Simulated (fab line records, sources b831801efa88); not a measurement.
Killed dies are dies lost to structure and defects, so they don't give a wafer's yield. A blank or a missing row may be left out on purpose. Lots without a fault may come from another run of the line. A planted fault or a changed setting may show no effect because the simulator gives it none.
Tool commonality check | flow gf180mcu | 12 lots, 36 wafers sampled

WHY IT WAS OPENED
At GF_V4_RS_MEAS_24 the reading V4_W_RS is flagged on 2 of 12 lots. Wafers without a fault read 0.329 ohm/sq, standard deviation 0.0041.
Rule: a lot is flagged when every wafer of it that has a number lies more than 4 standard deviations from that mean, or none has a number. The other lots count as sound.

lot  | measured     | on            | V4_W_RS (ohm/sq), wafer by wafer | flag
L401 | day 24 21:45 | film_metro-02 | 0.329 0.329 0.330                |
L402 | day 25 02:47 | film_metro-03 | 0.327 0.326 0.326                |
L403 | day 25 09:47 | film_metro-04 | 0.331 0.333 0.329                |
L405 | day 26 04:01 | film_metro-02 | 0.327 0.332 0.324                |
L406 | day 26 09:35 | film_metro-03 | 0.328 0.328 0.326                |
L410 | day 28 01:50 | film_metro-03 | 0.330 0.331 0.322                |
L411 | day 28 06:38 | film_metro-02 | 0.331 0.333 0.326                |
L413 | day 28 19:29 | film_metro-02 | 0.322 0.322 0.329                |
L419 | day 30 08:26 | film_metro-03 | 0.311 0.311 0.310                | FLAGGED
L420 | day 30 20:42 | film_metro-04 | 0.311 0.306 0.312                | FLAGGED
L422 | day 31 11:16 | film_metro-04 | 0.330 0.329 0.335                |
L423 | day 31 17:49 | film_metro-03 | 0.330 0.325 0.327                |
The numbers of the flagged lots are 0.310 ohm/sq on average: -0.019 ohm/sq against the usual, or -5 standard deviations.

WHICH TOOL RAN EACH LOT
The record holds 1 process step before the reading, out of a route of 602 steps. In each cell: the tool, then ch and the chambers that the sampled wafers went through, then the start.
lot  | flag    | GF_V4_CVD_23
L401 |         | cvd_w-02 ch 0, day 24 21:31
L402 |         | cvd_w-01 ch 0, day 25 02:35
L403 |         | cvd_w-02 ch 0,1, day 25 09:40
L405 |         | cvd_w-01 ch 0,1, day 26 03:53
L406 |         | cvd_w-02 ch 0, day 26 09:27
L410 |         | cvd_w-01 ch 0,1, day 28 01:42
L411 |         | cvd_w-02 ch 0,1, day 28 06:31
L413 |         | cvd_w-01 ch 0,1, day 28 19:22
L419 | FLAGGED | cvd_w-02 ch 1, day 30 08:19
L420 | FLAGGED | cvd_w-02 ch 0,1, day 30 20:35
L422 |         | cvd_w-01 ch 0,1, day 31 11:08
L423 |         | cvd_w-01 ch 0,1, day 31 17:42
What these steps do:
- GF_V4_CVD_23: deposits W, target thk 350 nm, time 104.9 s.
- GF_V4_RS_MEAS_24: measures by four-point-probe.

FLAGGED OVER TOTAL, TOOL BY TOOL (the gauges that took the reading come last)
step             | tool          | lots run | flagged | share of the flagged lots | sound lots run after its first flagged lot
GF_V4_CVD_23     | cvd_w-01      | 6        | 0       | none                      | -
GF_V4_CVD_23     | cvd_w-02      | 6        | 2       | all                       | 0
GF_V4_RS_MEAS_24 | film_metro-02 | 4        | 0       | none                      | -
GF_V4_RS_MEAS_24 | film_metro-03 | 5        | 1       | some                      | 1 (L423)
GF_V4_RS_MEAS_24 | film_metro-04 | 3        | 1       | some                      | 1 (L422)

WHAT THE TABLE ALLOWS
1 row of the table ran every flagged lot: cvd_w-02 at GF_V4_CVD_23.
- cvd_w-02 at GF_V4_CVD_23: 2 of its 6 lots flagged. Its last sound lot is L411 (day 28 06:31), its first flagged lot L419 (day 30 08:19): a fault that began between those two fits. Its own readings lie more than 4 standard deviations out on every wafer of the flagged lots: chamber_pressure_Torr.
One tool is left: cvd_w-02 at GF_V4_CVD_23.

WHAT THE SIMULATOR HAD PUT IN
Process parameter drift: cvd_w-02, from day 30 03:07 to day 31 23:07, at GF_V4_CVD_23. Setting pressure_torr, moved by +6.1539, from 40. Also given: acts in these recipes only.
Lots struck among those shown: L419, L420. The rule above found the same.
